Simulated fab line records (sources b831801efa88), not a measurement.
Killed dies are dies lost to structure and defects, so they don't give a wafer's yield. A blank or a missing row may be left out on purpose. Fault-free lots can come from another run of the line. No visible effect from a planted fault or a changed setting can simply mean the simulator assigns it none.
A struck lot beside a sound one | flow sky130 | 15 out of 708 route steps
Sound: these wafers, L115.1, L115.4, L115.6. Wafers L118.4, L118.5, L118.6 were the ones struck. The cause is named last.
Per side, at each step with rows, come the tool, then ch with its chambers, and then its first start. Under that, the readings that differ: sound wafers | struck wafers | difference of the means | sigmas: that difference in standard deviations of wafers without a fault.
alike: readings with means less than 2 such deviations apart, plus words and numbers identical on both sides. not compared: withheld readings, readings lacking a value on some wafer, bounds such as >300 that could conceal the same value, and numbers that have no deviation in the record and whose values overlap.
The two part at a step that has a row with sigmas, a row that says differs or no value, or rows on one side only. Non-overlapping numbers with no deviation appear without sigmas and do not part them. A reading that every wafer of one side lacks parts them only if that side has two wafers or more.

first, 1 step without rows for these wafers: SKY_VIA4_HDPCVD_00 (deposits SiO2, target thk 1750 nm, time 291.7 s).
SKY_VIA4_THK_MEAS_01:
  struck on filmMetro-03, day 46 23:53; sound on filmMetro-03, day 46 17:07
  alike: VIA4_HDPCVD_THK
SKY_VIA4_CMP_02: polishes SiO2.
  sound on cmp-01 ch 0,1,3, day 46 20:47; struck on cmp-01 ch 1,2, day 46 23:55
  alike: motorCurrentA, slurryFilterDpKPa
SKY_VIA4_BOW_MEAS_03:
  struck on filmMetro-03, day 47 00:17; sound on filmMetro-04, day 46 21:01
  alike: VIA4_BOW
then, 3 steps without rows for these wafers: SKY_VIA4_DEHYDRATE_04 (time 60 s); SKY_VIA4_HMDS_05 (prime time 60 s); SKY_VIA4_COAT_06 (resist thk 1140 nm).
SKY_VIA4_SOFTBAKE_07: time 62.73 s.
  sound on lithoTrack-03 ch 0, day 47 06:29; struck on lithoTrack-02 ch 0, day 47 11:29
  alike: plateSensorTCentreC, plateSensorTEdgeC
then, 3 steps without rows for these wafers: SKY_VIA4_EXPOSE_08 (exposes mask VIM4, target cd 800 nm); SKY_VIA4_PEB_09; SKY_VIA4_DEVELOP_10 (develop time 60 s).
SKY_VIA4_OVL_MEAS_11:
  struck on overlay-01, day 47 20:39; sound on overlay-02, day 47 16:49
  alike: VIA4_OVL
SKY_VIA4_ETCH_12: etches SiO2 in C4F8/O2/Ar, stops on TiN, target depth 580 nm.
  sound on rieDiel-01 ch 2,3, day 47 16:51; struck on rieDiel-03 ch 0,1,3, day 47 20:40
  no value came back on the struck wafers for biasW (W), chamberPressureMTorr (mTorr), oesProductAu (a.u.); on the sound wafers biasW (W) reads 1202 1201 1200
reading                                  | sound          | struck         | difference | sigmas
model.NOVOLAK_of_VIA4_COAT_06.thkNm (nm) | 1012 1011 1010 | 1139 1141 1140 | +129       | 
SKY_VIA4_STRIP_13: strips in O2/N2.
  sound on plasmaAsher-01 ch 0,1, day 47 16:55; struck on plasmaAsher-04 ch 0,1, day 47 20:47
reading                  | sound                | struck               | difference | sigmas
oesProductAu (a.u.)      | 0.709 0.708 0.709    | 0.720 0.723 0.719    | +0.012     | +3
stripTimeToEndpointS (s) | 12.805 12.794 12.796 | 14.149 14.183 14.180 | +1.372     | +60
  alike: drypumpMotorCurrentA
  not compared: rfHoursCounterH
then, 1 step without rows for these wafers: SKY_VIA4_STRIP_14 (strips in post etch residue remover, time 1200 s).

== WHERE THEY PART ==
At SKY_VIA4_ETCH_12 first; at SKY_VIA4_STRIP_13 last (within this record only).

WHY: what the simulator had put in
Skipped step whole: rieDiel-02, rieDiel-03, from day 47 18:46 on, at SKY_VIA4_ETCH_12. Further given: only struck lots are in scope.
